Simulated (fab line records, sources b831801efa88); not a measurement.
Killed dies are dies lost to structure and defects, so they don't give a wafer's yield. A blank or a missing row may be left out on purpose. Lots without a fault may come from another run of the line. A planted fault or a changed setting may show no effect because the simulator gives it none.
One fault seen from 2 desks | flow gf180mcu | each desk has only its own numbers; what lay behind them comes last

THE TOOL OWNER'S DESK: hdpcvd-01
The tool's own readings at GF_CONTACT_CVD_00 (deposits SiO2, target thk 300 nm, time 50 s): means of the sampled wafers that have a number, for each lot that ran on this tool. A lot is out of limits, marked OUT, if its mean lies more than 4 standard deviations from the usual mean; the brackets give that distance.
Columns: A = sih4_flow_sccm at GF_CONTACT_CVD_00, usual 60.00 sccm
lot  | first seen here | A
L514 | day 15 03:44    | 60.08
L515 | day 15 08:44    | 59.84
L516 | day 15 22:04    | 60.01
L517 | day 16 04:09    | 59.91
L518 | day 16 09:49    | 59.98
L522 | day 18 00:27    | 59.99
L523 | day 18 14:08    | 59.98
L525 | day 19 06:37    | 60.05
L528 | day 20 06:18    | 45.21 (-92) OUT
L529 | day 20 11:41    | 44.89 (-94) OUT
This desk's finding: out of limits on L528, L529; first on L528, day 20 06:18 (sih4_flow_sccm at GF_CONTACT_CVD_00). In limits: L514, L515, L516, L517, L518, L522, L523, L525.

THE METROLOGY DESK
What the gauges read, lot by lot, whatever tool the lot ran on: means of the sampled wafers that have a number. A lot is out of limits, marked OUT, if its mean lies more than 4 standard deviations from the usual mean; the brackets give that distance.
Columns: A = CONTACT_CVD_00_THK at GF_CONTACT_THK_MEAS_01, usual 303 nm
lot  | first seen here | A
L514 | day 15 03:47    | 303
L515 | day 15 08:47    | 301
L516 | day 15 22:06    | 301
L517 | day 16 04:12    | 305
L518 | day 16 09:52    | 301
L520 | day 17 03:05    | 299
L522 | day 18 00:29    | 302
L523 | day 18 14:11    | 301
L525 | day 19 06:40    | 304
L526 | day 19 15:39    | 304
L528 | day 20 06:22    | 232 (-21) OUT
L529 | day 20 11:44    | 233 (-21) OUT
L536 | day 22 21:18    | 303
This desk's finding: out of limits on L528, L529; first on L528, day 20 06:22 (CONTACT_CVD_00_THK at GF_CONTACT_THK_MEAS_01). In limits: L514, L515, L516, L517, L518, L520, L522, L523, L525, L526, L536.

PUT TOGETHER
The tool owner's desk could have raised an alarm at day 20 06:18, on L528, L529.
The metrology desk could have raised an alarm at day 20 06:22, on L528, L529.
Of the lots named, all ran GF_CONTACT_CVD_00 on hdpcvd-01.

WHAT THE SIMULATOR HAD PUT IN
Process parameter drift: hdpcvd-01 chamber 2, from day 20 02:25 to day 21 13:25, at GF_CONTACT_CVD_00. Setting sih4_flow_sccm, moved by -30, from 60. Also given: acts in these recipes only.
Lots struck among those shown: L528, L529.
Hours from the fault's start to each desk's first reading out of limits: the tool owner's desk, 4; the metrology desk, 4.
